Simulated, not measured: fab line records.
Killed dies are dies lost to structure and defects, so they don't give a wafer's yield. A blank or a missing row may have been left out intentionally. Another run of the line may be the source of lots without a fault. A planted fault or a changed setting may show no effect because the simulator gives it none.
fab line records ; flow sky130
[record] lots = 13; wafers = 39; last_day = 50
route steps=708 shown CONTACT@406 PAD_OPEN@708
lots with no fault: from the same line, run without faults
start_h: hours from the record's opening day to when the first of the lot's shown wafers began ; wait_h: hours elapsed since this lot's preceding step ; " the same as in the row above ; L1.1+2: several wafers, shown together as one row ; - no value, or no start was given ; * or withheld: withheld ; < > ~ a bound
route shown NAME@n: a module of which the file shows steps, and the number in the route of the first ; usual: mean/standard deviation of fault-free wafers ; same: alike in all rows ; chamber/n: place in a boat ; sites: readings site by site ; _std_site: the standard deviation of these ; _edge_site: mean of outer sites minus mean of inner sites ; radius_mm: for every site, how far away it sits from the centre of the wafer ; mask NAME#n: copy n ; behind: the tool/chamber that last shaped the wafer ; hold: what put the lot on hold/how long, in hours/how the hold closed ; device: whichever transistor did not switch (one of n, p or np) ; end of line: tests of these same wafers at the route's end ; a step given without rows: its recipe and nothing more ; killed: at the first sort, the dies lost to defects and structure; wafer yield is something else ; map: a wafer's dies, marking killed ones x, the rest . and places with no die _
set.NAME: the run value of the setting; set.NAME@STEP: its run value at that earlier step ; model.NAME: the simulator's own value behind a step, which no gauge read
a sample of lots followed through the steps of the route, with each step as a table and each wafer as a row
services: from which hour (start_h, from the record's first day; less than 0 if before it) a tool's chamber was out of use, for how many hours, and why
[[steps]]
[step SKY_CONTACT_CVD_00]
[recipe] material = Si3N4; target_thk_nm = 75; temp_c = 400; time_s = withheld; rf_w = 450
[usual] heater_power_outer_w = 423/47; heater_power_w = 709/67
lot.wafer;tool;chamber;start_h;wait_h;heater_power_outer_w;heater_power_w
L351.2;pecvd-04;2;721.01;0.0;375;647
L351.4;pecvd-04;2;721.01;0.0;378;649
L351.6;pecvd-04;0;721.01;0.0;369;688
L352.1;pecvd-03;0;721.70;0.0;375;634
L352.3;pecvd-03;2;721.70;0.0;497;793
L352.4;pecvd-03;0;721.70;0.0;400;637
L353.2;pecvd-02;1;726.74;0.0;417;652
L353.3;pecvd-02;2;726.74;0.0;448;778
L353.4;pecvd-02;1;726.74;0.0;403;645
L359.2;pecvd-03;2;767.46;0.0;439;736
L359.4;pecvd-03;1;767.46;0.0;503;874
L359.5;pecvd-03;2;767.46;0.0;452;736
L360.4;pecvd-03;1;780.15;0.0;475;817
L360.5;pecvd-03;2;780.15;0.0;421;724
L360.6;pecvd-03;1;780.15;0.0;475;827
L361.3;pecvd-04;2;784.73;0.0;342;603
L361.4;pecvd-04;1;784.73;0.0;416;700
L361.5;pecvd-04;0;784.73;0.0;350;645
L366.1;pecvd-02;1;810.95;0.0;426;667
L366.4;pecvd-02;0;810.95;0.0;458;708
L366.5;pecvd-02;2;810.95;0.0;411;708
L367.1;pecvd-02;0;823.02;0.0;443;715
L367.4;pecvd-02;0;823.02;0.0;460;748
L367.5;pecvd-02;2;823.02;0.0;348;630
L369.1;pecvd-03;2;846.77;0.0;456;748
L369.2;pecvd-03;0;846.77;0.0;415;661
L369.4;pecvd-03;2;846.77;0.0;449;726
L371.1;pecvd-04;2;854.67;0.0;415;703
L371.4;pecvd-04;0;854.67;0.0;375;708
L371.5;pecvd-04;2;854.67;0.0;416;686
L372.1;pecvd-04;1;871.80;0.0;444;742
L372.5;pecvd-04;0;871.80;0.0;417;756
L372.6;pecvd-04;2;871.80;0.0;394;667
L373.2;pecvd-03;1;874.50;0.0;463;815
L373.3;pecvd-03;2;874.50;0.0;449;741
L373.6;pecvd-03;0;874.50;0.0;375;601
L374.1;pecvd-02;0;875.97;0.0;510;819
L374.4;pecvd-02;2;875.97;0.0;407;723
L374.6;pecvd-02;0;875.97;0.0;527;788
[step SKY_CONTACT_THK_MEAS_01]
[recipe] reads = Si3N4_of_CONTACT_CVD_00
[usual] CONTACT_CVD_00_THK = 75.4/1
lot.wafer;tool;chamber;start_h;wait_h;CONTACT_CVD_00_THK[nm]
L351.2;film_metro-04;-;721.05;-;74.1
L351.4;film_metro-04;-;721.05;-;75.8
L351.6;film_metro-04;-;721.05;-;75.5
L352.1;film_metro-02;-;721.74;-;73.8
L352.3;film_metro-02;-;721.74;-;73.9
L352.4;film_metro-02;-;721.74;-;75.9
L353.2;film_metro-02;-;726.78;-;74.4
L353.3;film_metro-02;-;726.78;-;74.8
L353.4;film_metro-02;-;726.78;-;75.4
L359.2;film_metro-04;-;767.50;-;74.8
L359.4;film_metro-04;-;767.50;-;76.7
L359.5;film_metro-04;-;767.50;-;75.9
L360.4;film_metro-04;-;780.22;-;76.8
L360.5;film_metro-04;-;780.22;-;76.2
L360.6;film_metro-04;-;780.22;-;77.4
L361.3;film_metro-02;-;784.78;-;75.7
L361.4;film_metro-02;-;784.78;-;76.2
L361.5;film_metro-02;-;784.78;-;75.0
L366.1;film_metro-02;-;810.98;-;73.7
L366.4;film_metro-02;-;810.98;-;75.4
L366.5;film_metro-02;-;810.98;-;76.2
L367.1;film_metro-04;-;823.06;-;74.0
L367.4;film_metro-04;-;823.06;-;75.6
L367.5;film_metro-04;-;823.06;-;75.8
L369.1;film_metro-03;-;846.82;-;74.8
L369.2;film_metro-03;-;846.82;-;73.3
L369.4;film_metro-03;-;846.82;-;76.0
L371.1;film_metro-02;-;854.70;-;75.2
L371.4;film_metro-02;-;854.70;-;75.6
L371.5;film_metro-02;-;854.70;-;76.0
L372.1;film_metro-04;-;871.83;-;77.2
L372.5;film_metro-04;-;871.83;-;76.9
L372.6;film_metro-04;-;871.83;-;78.6
L373.2;film_metro-03;-;874.54;-;75.1
L373.3;film_metro-03;-;874.54;-;74.7
L373.6;film_metro-03;-;874.54;-;74.9
L374.1;film_metro-03;-;876.00;-;76.1
L374.4;film_metro-03;-;876.00;-;77.1
L374.6;film_metro-03;-;876.00;-;76.2
[step SKY_CONTACT_SPUTTER_23]
[recipe] material = TiN; target_thk_nm = 20; chamber_pressure_pa = 5; power_w = 4000; time_s = 80
[usual] chamber_pressure_pa = 5.001/0.011; throttle_valve_pct = 29.5/1.1
lot.wafer;tool;chamber;start_h;wait_h;chamber_pressure_pa;throttle_valve_pct
L351.2;pvd_sputter-02;-;750.18;0.0;4.981;30.3
L351.4;pvd_sputter-02;-;750.18;0.0;4.993;29.7
L351.6;pvd_sputter-02;-;750.18;0.0;4.987;29.6
L352.1;pvd_sputter-03;-;750.86;0.0;5.022;28.6
L352.3;pvd_sputter-03;-;750.86;0.0;4.996;27.2
L352.4;pvd_sputter-03;-;750.86;0.0;5.010;30.0
L353.2;pvd_sputter-02;-;755.42;0.0;5.003;29.4
L353.3;pvd_sputter-02;-;755.42;0.0;5.005;30.3
L353.4;pvd_sputter-02;-;755.42;0.0;5.004;30.3
L359.2;pvd_sputter-04;-;795.59;0.0;4.987;28.0
L359.4;pvd_sputter-04;-;795.59;0.0;5.014;30.6
L359.5;pvd_sputter-04;-;795.59;0.0;4.983;27.9
L360.4;pvd_sputter-03;-;808.53;0.0;5.006;30.4
L360.5;pvd_sputter-03;-;808.53;0.0;5.027;30.3
L360.6;pvd_sputter-03;-;808.53;0.0;5.005;27.0
L361.3;pvd_sputter-02;-;812.22;0.0;5.000;29.7
L361.4;pvd_sputter-02;-;812.22;0.0;5.009;30.5
L361.5;pvd_sputter-02;-;812.22;0.0;5.000;30.2
L366.1;pvd_sputter-03;-;837.73;0.0;4.990;30.1
L366.4;pvd_sputter-03;-;837.73;0.0;4.995;27.2
L366.5;pvd_sputter-03;-;837.73;0.0;4.988;30.1
L367.1;pvd_sputter-03;-;849.96;0.0;5.000;29.7
L367.4;pvd_sputter-03;-;849.96;0.0;4.997;27.1
L367.5;pvd_sputter-03;-;849.96;0.0;4.987;30.4
L369.1;pvd_sputter-02;-;873.83;0.0;5.006;30.2
L369.2;pvd_sputter-02;-;873.83;0.0;4.996;29.2
L369.4;pvd_sputter-02;-;873.83;0.0;4.985;29.9
L371.1;pvd_sputter-02;-;882.93;0.0;4.999;28.8
L371.4;pvd_sputter-02;-;882.93;0.0;5.008;30.6
L371.5;pvd_sputter-02;-;882.93;0.0;5.006;30.3
L372.1;pvd_sputter-02;-;899.38;0.0;4.986;30.1
L372.5;pvd_sputter-02;-;899.38;0.0;5.000;29.2
L372.6;pvd_sputter-02;-;899.38;0.0;5.017;29.7
L373.2;pvd_sputter-03;-;900.97;0.0;5.024;30.1
L373.3;pvd_sputter-03;-;900.97;0.0;5.006;29.7
L373.6;pvd_sputter-03;-;900.97;0.0;5.001;29.5
L374.1;pvd_sputter-04;-;902.99;0.0;5.000;30.3
L374.4;pvd_sputter-04;-;902.99;0.0;5.006;28.1
L374.6;pvd_sputter-04;-;902.99;0.0;5.010;30.0
[step SKY_CONTACT_CMP_27]
[recipe] stop_on = SiO2; t_overpolish_s = 15; down_force_psi = 3.5; platen_rpm = 60; target_thk_nm = 0; pad_velocity_m_s = 0.94248
[usual] edge_zone_pressure_frac = 1.000/0.0047; head_pressure_psi = 3.499/0.0079; motor_current_A = 11.1/1.4; overpolish_run_s = 15.001/0.0099; retaining_ring_pressure_frac = 1.001/0.0051; slurry_filter_dp_kPa = 13.47/0.14; time_to_endpoint_s = 84/3.5
lot.wafer;tool;chamber;start_h;wait_h;edge_zone_pressure_frac;head_pressure_psi;motor_current_A;overpolish_run_s;retaining_ring_pressure_frac;slurry_filter_dp_kPa;time_to_endpoint_s
L351.2;cmp-01;3;750.76;0.3;1.003;3.505;11.8;14.998;1.002;13.38;86
L351.4;cmp-01;0;750.76;0.3;1.002;3.501;13.6;15.005;0.991;13.45;80
L351.6;cmp-01;3;750.76;0.3;1.004;3.492;11.8;14.994;1.004;13.28;86
L352.3;cmp-01;1;751.36;0.2;0.998;3.498;9.1;14.986;0.995;13.19;89
L352.4;cmp-01;2;751.36;0.2;1.002;3.510;10.7;15.024;0.992;13.41;88
L352.1;cmp-01;0;751.36;0.2;1.001;3.507;14.6;15.015;1.003;13.65;81
L353.2;cmp-01;2;755.82;0.1;0.996;3.504;10.4;15.008;0.999;13.34;88
L353.4;cmp-01;3;755.82;0.1;1.000;3.491;11.6;14.992;1.001;13.33;85
L353.3;cmp-01;0;755.82;0.1;1.004;3.494;13.8;14.999;0.998;13.77;84
L359.4;cmp-02;3;796.04;0.1;-;-;-;-;-;-;-
L359.2;cmp-02;0;796.04;0.1;-;-;-;-;-;-;-
L359.5;cmp-02;2;796.04;0.1;-;-;-;-;-;-;-
L360.4;cmp-02;2;809.03;0.2;-;-;-;-;-;-;-
L360.6;cmp-02;3;809.03;0.2;-;-;-;-;-;-;-
L360.5;cmp-02;0;809.03;0.2;-;-;-;-;-;-;-
L361.4;cmp-01;3;812.58;0.0;-;-;-;-;-;-;-
L361.3;cmp-01;1;812.58;0.0;-;-;-;-;-;-;-
L361.5;cmp-01;0;812.58;0.0;-;-;-;-;-;-;-
L366.4;cmp-01;2;838.18;0.1;1.000;3.500;10.9;14.995;1.006;13.50;82
L366.1;cmp-01;3;838.18;0.1;1.007;3.498;11.7;14.991;1.012;13.55;78
L366.5;cmp-01;1;838.18;0.1;0.997;3.503;9.7;14.988;1.001;13.46;81
L367.1;cmp-02;0;850.31;0.1;1.002;3.500;11.9;15.000;0.996;13.52;84
L367.4;cmp-02;1;850.31;0.1;1.001;3.510;10.0;15.011;0.994;13.31;89
L367.5;cmp-02;1;850.31;0.1;1.004;3.503;10.2;15.010;0.996;13.49;86
L369.4;cmp-02;3;874.23;0.1;1.010;3.499;9.3;14.993;1.009;13.42;84
L369.2;cmp-02;0;874.23;0.1;1.000;3.497;12.3;15.016;1.003;13.22;85
L369.1;cmp-02;1;874.23;0.1;1.001;3.501;10.5;15.008;0.992;13.58;91
L371.4;cmp-01;0;883.28;0.0;1.001;3.516;13.5;14.989;1.002;13.44;79
L371.1;cmp-01;1;883.28;0.0;0.994;3.489;9.8;14.994;1.002;13.50;84
L371.5;cmp-01;0;883.28;0.0;1.007;3.508;13.5;15.010;1.000;13.29;79
L372.1;cmp-01;2;899.83;0.1;0.999;3.504;10.7;15.010;0.999;13.26;84
L372.6;cmp-01;0;899.83;0.1;1.003;3.497;14.3;15.025;1.001;13.55;82
L372.5;cmp-01;1;899.83;0.1;0.999;3.515;9.5;14.978;0.994;13.37;85
L373.3;cmp-01;0;901.37;0.1;0.998;3.490;14.3;14.973;0.994;13.52;81
L373.2;cmp-01;1;901.37;0.1;0.999;3.500;9.6;14.991;1.009;13.76;83
L373.6;cmp-01;0;901.37;0.1;1.011;3.488;14.1;14.989;1.005;13.42;80
L374.4;cmp-02;2;903.44;0.1;1.002;3.507;10.9;14.981;1.005;13.52;86
L374.1;cmp-02;3;903.44;0.1;0.998;3.493;9.6;14.998;1.000;13.36;85
L374.6;cmp-02;0;903.44;0.1;1.005;3.495;11.9;15.009;0.995;13.27;87
[step SKY_PAD_OPEN_PROBE_99]
[usual] killed_at_M0_to_M3 = 43/6.5; killed_at_M4_up = 3.3/2; killed_at_contacts = 24/5.2; killed_at_front_end = 16/4.2; killed_at_other = 0.3/0.6; killed_dies = 87/9.3; killed_on_rim = 18/4.2; killed_open = 47/7.8; killed_short = 39/6.2
[same] gross_dies = 492; killed_at_back_side = 0
lot.wafer;tool;chamber;start_h;wait_h;killed_at_M0_to_M3;killed_at_M4_up;killed_at_contacts;killed_at_front_end;killed_at_other;killed_dies;killed_on_rim;killed_open;killed_short
L351.2;prober-01;-;1084.20;0.1;52;0;21;16;1;90;21;52;37
L351.4;prober-01;-;1084.30;0.2;41;1;21;9;0;72;17;37;35
L351.6;prober-01;-;1084.40;0.2;45;5;19;20;1;90;18;44;46
L352.1;prober-01;-;1085.23;0.1;35;3;23;19;1;81;13;41;40
L352.3;prober-01;-;1085.33;0.2;37;2;22;21;0;82;16;47;34
L352.4;prober-01;-;1085.38;0.2;44;1;22;21;0;88;16;45;43
L353.2;prober-01;-;1088.39;0.1;52;3;23;15;0;93;25;54;39
L353.3;prober-01;-;1088.44;0.2;43;2;38;12;0;95;18;64;31
L353.4;prober-01;-;1088.49;0.2;48;1;30;14;0;93;24;52;41
L359.2;prober-01;-;1121.39;0.1;41;3;438;10;0;492;96;47;39
L359.4;prober-01;-;1121.49;0.2;38;1;432;20;1;492;96;43;40
L359.5;prober-01;-;1121.54;0.2;34;3;444;11;0;492;96;47;23
L360.4;prober-02;-;1129.07;0.2;36;0;438;18;0;492;96;35;38
L360.5;prober-02;-;1129.12;0.2;49;2;431;10;0;492;96;42;37
L360.6;prober-02;-;1129.17;0.2;40;3;439;10;0;492;96;41;38
L361.3;prober-01;-;1131.24;0.2;37;4;436;15;0;492;96;32;44
L361.4;prober-01;-;1131.29;0.2;40;3;430;19;0;492;96;52;35
L361.5;prober-01;-;1131.34;0.2;40;3;431;17;1;492;96;61;29
L366.1;prober-02;-;1150.34;0.1;60;4;19;14;0;97;24;52;45
L366.4;prober-02;-;1150.49;0.2;54;6;28;16;0;104;23;59;44
L366.5;prober-02;-;1150.54;0.2;53;5;27;18;0;103;19;62;41
L367.1;prober-01;-;1160.60;0.1;46;4;25;18;0;93;15;46;47
L367.4;prober-01;-;1160.75;0.2;43;4;25;18;0;90;16;49;41
L367.5;prober-01;-;1160.80;0.2;37;4;29;17;0;87;16;52;35
L369.1;prober-01;-;1177.87;0.1;44;4;28;18;0;94;20;42;52
L369.2;prober-01;-;1177.92;0.1;38;2;20;16;0;76;16;35;41
L369.4;prober-01;-;1178.02;0.2;34;3;20;20;0;77;11;31;46
L371.1;prober-01;-;1181.55;0.1;38;7;22;20;0;87;19;53;33
L371.4;prober-01;-;1181.70;0.2;39;4;23;19;0;85;20;39;45
L371.5;prober-01;-;1181.75;0.2;51;6;21;21;0;99;29;47;52
L372.1;prober-02;-;1190.52;0.1;42;2;16;13;0;73;13;42;31
L372.5;prober-02;-;1190.72;0.2;32;1;24;17;0;74;18;33;39
L372.6;prober-02;-;1190.77;0.2;43;4;17;20;2;86;19;46;39
L373.2;prober-01;-;1192.50;0.1;30;2;21;19;0;72;17;32;40
L373.3;prober-01;-;1192.55;0.2;36;0;18;12;0;66;19;32;34
L373.6;prober-01;-;1192.70;0.2;39;1;33;13;0;86;19;42;44
L374.1;prober-02;-;1193.09;0.1;47;2;27;25;0;101;23;46;55
L374.4;prober-02;-;1193.24;0.2;49;5;27;19;0;100;20;47;53
L374.6;prober-02;-;1193.34;0.2;52;3;17;11;0;83;19;49;34
// killed by level:class
L351.2 VIA1:geometric_particle:open=12 METAL1:geometric_particle:short=10 CONTACT:geometric_particle:open=9 VIA3:geometric_particle:open=9 FIELD_ISO:geometric_particle:open=5 LI_CONTACT:geometric_particle:open=5 VIA2:geometric_particle:open=5 FIELD_ISO:geometric_particle:short=4
L351.4 CONTACT:geometric_particle:open=10 VIA1:geometric_particle:open=6 METAL2:geometric_particle:short=5 CONTACT:geometric_particle:short=5 VIA1:geometric_particle:short=5 FIELD_ISO:geometric_particle:open=4 VIA2:geometric_particle:open=4 METAL1:geometric_particle:short=4
L351.6 CONTACT:geometric_particle:open=10 VIA3:geometric_particle:open=9 FIELD_ISO:geometric_particle:short=8 VIA1:geometric_particle:open=7 METAL2:geometric_particle:short=7 VIA3:geometric_particle:short=6 METAL1:geometric_particle:short=4 POLY_GATE:geometric_particle:short=4
L352.1 CONTACT:geometric_particle:open=12 VIA1:geometric_particle:open=7 FIELD_ISO:geometric_particle:short=6 LI_CONTACT:geometric_particle:open=6 VIA1:geometric_particle:short=6 METAL2:geometric_particle:short=5 POLY_GATE:geometric_particle:open=5 METAL1:geometric_particle:short=4
L352.3 VIA2:geometric_particle:open=8 POLY_GATE:geometric_particle:open=7 CONTACT:geometric_particle:open=7 METAL2:geometric_particle:short=6 METAL1:geometric_particle:short=5 VIA1:geometric_particle:open=5 FIELD_ISO:geometric_particle:open=4 LI_CONTACT:geometric_particle:short=4
L352.4 VIA1:geometric_particle:open=13 POLY_GATE:geometric_particle:short=9 METAL2:geometric_particle:short=7 POLY_GATE:geometric_particle:open=6 CONTACT:geometric_particle:open=6 METAL1:geometric_particle:short=6 LI_CONTACT:geometric_particle:open=5 VIA3:geometric_particle:open=5
L353.2 VIA1:geometric_particle:open=14 METAL2:geometric_particle:short=12 CONTACT:geometric_particle:open=11 VIA3:geometric_particle:open=9 LI_CONTACT:geometric_particle:open=6 LOCAL_INTERCONNECT:geometric_particle:short=6 FIELD_ISO:geometric_particle:open=5 METAL1:geometric_particle:short=4
L353.3 CONTACT:geometric_particle:open=15 LI_CONTACT:geometric_particle:open=12 VIA2:geometric_particle:open=11 VIA1:geometric_particle:open=10 CONTACT:geometric_particle:short=7 FIELD_ISO:geometric_particle:short=5 METAL1:geometric_particle:short=5 METAL2:geometric_particle:short=4
L353.4 CONTACT:geometric_particle:open=13 VIA1:geometric_particle:open=11 FIELD_ISO:geometric_particle:short=7 LI_CONTACT:geometric_particle:open=7 VIA3:geometric_particle:open=7 VIA1:geometric_particle:short=6 METAL2:geometric_particle:short=6 VIA2:geometric_particle:open=5
L359.2 CONTACT:area_cmp=406 CONTACT:geometric_particle:open=10 VIA2:geometric_particle:open=10 VIA1:geometric_particle:open=8 LI_CONTACT:geometric_particle:open=6 CONTACT:geometric_particle:short=6 VIA1:geometric_particle:short=6 FIELD_ISO:geometric_particle:open=5
L359.4 CONTACT:area_cmp=409 VIA1:geometric_particle:open=11 CONTACT:geometric_particle:open=9 FIELD_ISO:geometric_particle:short=6 LI_CONTACT:geometric_particle:open=6 CONTACT:geometric_particle:short=5 METAL2:geometric_particle:short=5 POLY_GATE:geometric_particle:short=4
L359.5 CONTACT:area_cmp=422 LI_CONTACT:geometric_particle:open=8 VIA1:geometric_particle:open=8 CONTACT:geometric_particle:open=6 VIA3:geometric_particle:open=6 CONTACT:geometric_particle:short=5 METAL2:geometric_particle:open=5 POLY_GATE:geometric_particle:open=4
L360.4 CONTACT:area_cmp=419 VIA1:geometric_particle:open=11 LI_CONTACT:geometric_particle:open=7 FIELD_ISO:geometric_particle:short=6 CONTACT:geometric_particle:short=6 METAL2:geometric_particle:short=6 POLY_GATE:geometric_particle:short=5 FIELD_ISO:geometric_particle:open=4
L360.5 CONTACT:area_cmp=413 VIA1:geometric_particle:open=8 METAL2:geometric_particle:short=8 VIA2:geometric_particle:open=8 VIA3:geometric_particle:short=8 CONTACT:geometric_particle:open=7 LI_CONTACT:geometric_particle:open=5 VIA1:geometric_particle:short=4
L360.6 CONTACT:area_cmp=413 CONTACT:geometric_particle:open=12 VIA1:geometric_particle:open=9 METAL2:geometric_particle:short=9 LOCAL_INTERCONNECT:geometric_particle:short=6 METAL1:geometric_particle:short=5 VIA3:geometric_particle:open=5 FIELD_ISO:geometric_particle:open=4
L361.3 CONTACT:area_cmp=416 METAL2:geometric_particle:short=7 VIA1:geometric_particle:open=6 VIA1:geometric_particle:short=6 FIELD_ISO:geometric_particle:short=5 CONTACT:geometric_particle:open=5 VIA2:geometric_particle:open=5 VIA3:geometric_particle:open=5
L361.4 CONTACT:area_cmp=404 VIA1:geometric_particle:open=11 CONTACT:geometric_particle:open=10 LOCAL_INTERCONNECT:geometric_particle:short=7 METAL2:geometric_particle:short=7 VIA3:geometric_particle:open=6 FIELD_ISO:geometric_particle:open=5 VIA1:geometric_particle:short=5
L361.5 CONTACT:area_cmp=402 CONTACT:geometric_particle:open=13 VIA1:geometric_particle:open=12 VIA2:geometric_particle:open=10 LI_CONTACT:geometric_particle:open=8 VIA3:geometric_particle:open=6 FIELD_ISO:geometric_particle:open=5 CONTACT:geometric_particle:short=5
L366.1 VIA1:geometric_particle:open=20 LOCAL_INTERCONNECT:geometric_particle:short=8 METAL2:geometric_particle:short=8 VIA3:geometric_particle:open=7 METAL1:geometric_particle:short=6 CONTACT:geometric_particle:open=5 VIA2:geometric_particle:open=5 POLY_GATE:geometric_particle:short=4
L366.4 VIA1:geometric_particle:open=14 VIA2:geometric_particle:open=10 CONTACT:geometric_particle:open=9 LI_CONTACT:geometric_particle:open=7 LOCAL_INTERCONNECT:geometric_particle:short=7 VIA3:geometric_particle:open=6 VIA1:geometric_particle:short=6 METAL4:geometric_particle:short=6
L366.5 VIA1:geometric_particle:open=11 CONTACT:geometric_particle:open=10 METAL1:geometric_particle:short=10 VIA2:geometric_particle:open=7 VIA3:geometric_particle:open=7 POLY_GATE:geometric_particle:open=6 METAL2:geometric_particle:short=6 FIELD_ISO:geometric_particle:open=5
L367.1 VIA3:geometric_particle:open=11 METAL1:geometric_particle:short=9 VIA1:geometric_particle:open=9 POLY_GATE:geometric_particle:short=7 LI_CONTACT:geometric_particle:open=7 LOCAL_INTERCONNECT:geometric_particle:short=6 CONTACT:geometric_particle:short=6 VIA2:geometric_particle:open=6
L367.4 VIA2:geometric_particle:open=10 VIA1:geometric_particle:open=10 FIELD_ISO:geometric_particle:short=8 CONTACT:geometric_particle:open=8 VIA3:geometric_particle:open=7 CONTACT:geometric_particle:short=6 METAL1:geometric_particle:short=5 METAL2:geometric_particle:short=5
L367.5 CONTACT:geometric_particle:open=13 LI_CONTACT:geometric_particle:open=10 VIA1:geometric_particle:open=9 METAL2:geometric_particle:short=7 FIELD_ISO:geometric_particle:open=6 METAL1:geometric_particle:short=5 VIA3:geometric_particle:open=5 LOCAL_INTERCONNECT:geometric_particle:short=4
L369.1 CONTACT:geometric_particle:open=11 VIA1:geometric_particle:open=11 VIA1:geometric_particle:short=7 METAL1:geometric_particle:short=6 LI_CONTACT:geometric_particle:open=5 METAL2:geometric_particle:short=5 LI_CONTACT:geometric_particle:short=4 CONTACT:geometric_particle:short=4
L369.2 VIA1:geometric_particle:open=11 VIA1:geometric_particle:short=7 CONTACT:geometric_particle:open=6 POLY_GATE:geometric_particle:short=5 CONTACT:geometric_particle:short=5 FIELD_ISO:geometric_particle:short=4 LI_CONTACT:geometric_particle:open=4 METAL1:geometric_particle:short=4
L369.4 VIA1:geometric_particle:short=9 CONTACT:geometric_particle:open=6 FIELD_ISO:geometric_particle:short=5 POLY_GATE:geometric_particle:short=5 LI_CONTACT:geometric_particle:open=4 LOCAL_INTERCONNECT:geometric_particle:short=4 METAL1:geometric_particle:short=4 VIA1:geometric_particle:open=4
L371.1 VIA1:geometric_particle:open=16 CONTACT:geometric_particle:open=8 POLY_GATE:geometric_particle:open=5 METAL1:geometric_particle:short=5 CONTACT:geometric_particle:short=4 LI_CONTACT:geometric_particle:open=4 LOCAL_INTERCONNECT:geometric_particle:short=4 VIA2:geometric_particle:open=4
L371.4 CONTACT:geometric_particle:short=7 VIA1:geometric_particle:open=7 METAL2:geometric_particle:short=6 FIELD_ISO:geometric_particle:open=6 VIA2:geometric_particle:open=6 VIA3:geometric_particle:open=6 LOCAL_INTERCONNECT:geometric_particle:short=5 CONTACT:geometric_particle:open=5
L371.5 LI_CONTACT:geometric_particle:open=8 VIA1:geometric_particle:short=8 POLY_GATE:geometric_particle:open=7 VIA1:geometric_particle:open=7 METAL3:geometric_particle:short=7 FIELD_ISO:geometric_particle:open=6 METAL2:geometric_particle:short=6 METAL1:geometric_particle:short=6
L372.1 VIA1:geometric_particle:open=9 VIA2:geometric_particle:open=9 CONTACT:geometric_particle:open=8 METAL1:geometric_particle:short=5 VIA1:geometric_particle:short=5 FIELD_ISO:geometric_particle:short=4 POLY_GATE:geometric_particle:open=3 POLY_GATE:geometric_particle:short=3
L372.5 LI_CONTACT:geometric_particle:open=9 METAL1:geometric_particle:short=8 POLY_GATE:geometric_particle:short=6 CONTACT:geometric_particle:open=5 VIA2:geometric_particle:open=5 LOCAL_INTERCONNECT:geometric_particle:short=4 CONTACT:geometric_particle:short=4 METAL3:geometric_particle:short=4
L372.6 VIA1:geometric_particle:open=10 METAL1:geometric_particle:short=8 VIA3:geometric_particle:open=7 VIA2:geometric_particle:open=7 POLY_GATE:geometric_particle:open=5 POLY_GATE:geometric_particle:short=4 LI_CONTACT:geometric_particle:open=4 CONTACT:geometric_particle:short=4
L373.2 POLY_GATE:geometric_particle:short=7 CONTACT:geometric_particle:open=6 LOCAL_INTERCONNECT:geometric_particle:short=6 VIA1:geometric_particle:open=6 VIA2:geometric_particle:open=5 FIELD_ISO:geometric_particle:open=4 POLY_GATE:geometric_particle:open=4 CONTACT:geometric_particle:short=4
L373.3 VIA1:geometric_particle:open=9 CONTACT:geometric_particle:short=6 CONTACT:geometric_particle:open=6 METAL2:geometric_particle:short=6 VIA2:geometric_particle:open=5 VIA3:geometric_particle:short=5 FIELD_ISO:geometric_particle:open=4 LI_CONTACT:geometric_particle:open=4
L373.6 CONTACT:geometric_particle:open=13 CONTACT:geometric_particle:short=9 VIA1:geometric_particle:open=9 METAL1:geometric_particle:short=6 METAL3:geometric_particle:short=5 VIA2:geometric_particle:open=5 FIELD_ISO:geometric_particle:short=4 POLY_GATE:geometric_particle:short=4
L374.1 FIELD_ISO:geometric_particle:short=10 METAL1:geometric_particle:short=9 VIA3:geometric_particle:open=8 LOCAL_INTERCONNECT:geometric_particle:short=7 VIA1:geometric_particle:open=7 FIELD_ISO:geometric_particle:open=6 VIA2:geometric_particle:open=6 CONTACT:geometric_particle:open=6
L374.4 VIA1:geometric_particle:open=12 METAL1:geometric_particle:short=8 CONTACT:geometric_particle:open=7 METAL2:geometric_particle:short=7 LI_CONTACT:geometric_particle:open=6 FIELD_ISO:geometric_particle:short=5 LOCAL_INTERCONNECT:geometric_particle:short=5 CONTACT:geometric_particle:short=5
L374.6 VIA1:geometric_particle:open=13 VIA3:geometric_particle:open=9 VIA2:geometric_particle:open=8 CONTACT:geometric_particle:open=7 VIA1:geometric_particle:short=7 METAL2:geometric_particle:short=6 METAL1:geometric_particle:short=6 CONTACT:geometric_particle:short=4
[[services]]
tool;chamber;start_h;hours;kind
pvd_sputter-03;-;732.99;1.2;repair
pecvd-04;-;739.05;2.8;pm
cmp-02;-;742.35;1.7;repair
cmp-01;-;743.97;1.0;repair
cmp-02;-;744.89;2.7;repair
pecvd-02;0;746.76;5.8;repair
cmp-02;-;747.62;14.4;pm
cmp-02;-;762.07;4.0;pm
cmp-02;-;766.07;-;consumable_replace:conditioner
cmp-02;-;766.07;-;consumable_replace:pad
pecvd-02;-;768.62;5.5;pm
cmp-01;-;770.88;1.5;repair
pvd_sputter-03;-;784.83;2.7;repair
pvd_sputter-04;-;811.55;4.1;repair
pecvd-03;1;815.30;14.2;repair
cmp-02;-;815.71;1.3;repair
cmp-02;-;824.36;1.0;repair
pecvd-02;-;828.37;2.8;pm
cmp-01;-;841.60;0.8;repair
pecvd-04;-;859.49;3.8;repair
pecvd-03;-;865.75;0.8;pm
pecvd-02;0;872.98;2.1;repair
cmp-02;-;874.48;5.8;pm
cmp-02;-;899.95;0.3;repair
[[key]]
[first_sign] step = SKY_CONTACT_CMP_27; reading = tool_record; direction = missing
[effect] step = SKY_PAD_OPEN_PROBE_99; reading = killed_at_contacts; direction = up; sigmas = 79; usual = 24; struck = 435
[more_kills_born_at] SKY_CONTACT_CMP_27@cmp-02 = 2467; SKY_CONTACT_CMP_27@cmp-01 = 1215
met_at SKY_CONTACT_CMP_27
struck_lots L359,L360,L361
later_rows_left_out L359.2,L359.4,L359.5,L360.4,L360.5,L360.6,L361.3,L361.4,L361.5
tester_left_out L359,L360,L361
not_acting_at SKY_CONTACT_CVD_00,SKY_CONTACT_THK_MEAS_01,SKY_CONTACT_SPUTTER_23
onset_between 755.82 796.04
[fault] kind = skipped_step_whole; tool = cmp-01,cmp-02; chamber = -; onset_h = 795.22; steps = SKY_CONTACT_CMP_27; scope = struck_lots_only
// tester_left_out: of these lots the tester's yield and bins aren't shown, on N5 and GAA mostly nor the transistor test; their killed dies are dies lost to structure and defects alone, not to doping, threshold or leakage, so they don't give the yield
// later_rows_left_out: the simulator's readings of these wafers behind a module that went badly wrong aren't trusted and aren't shown, but for the sort
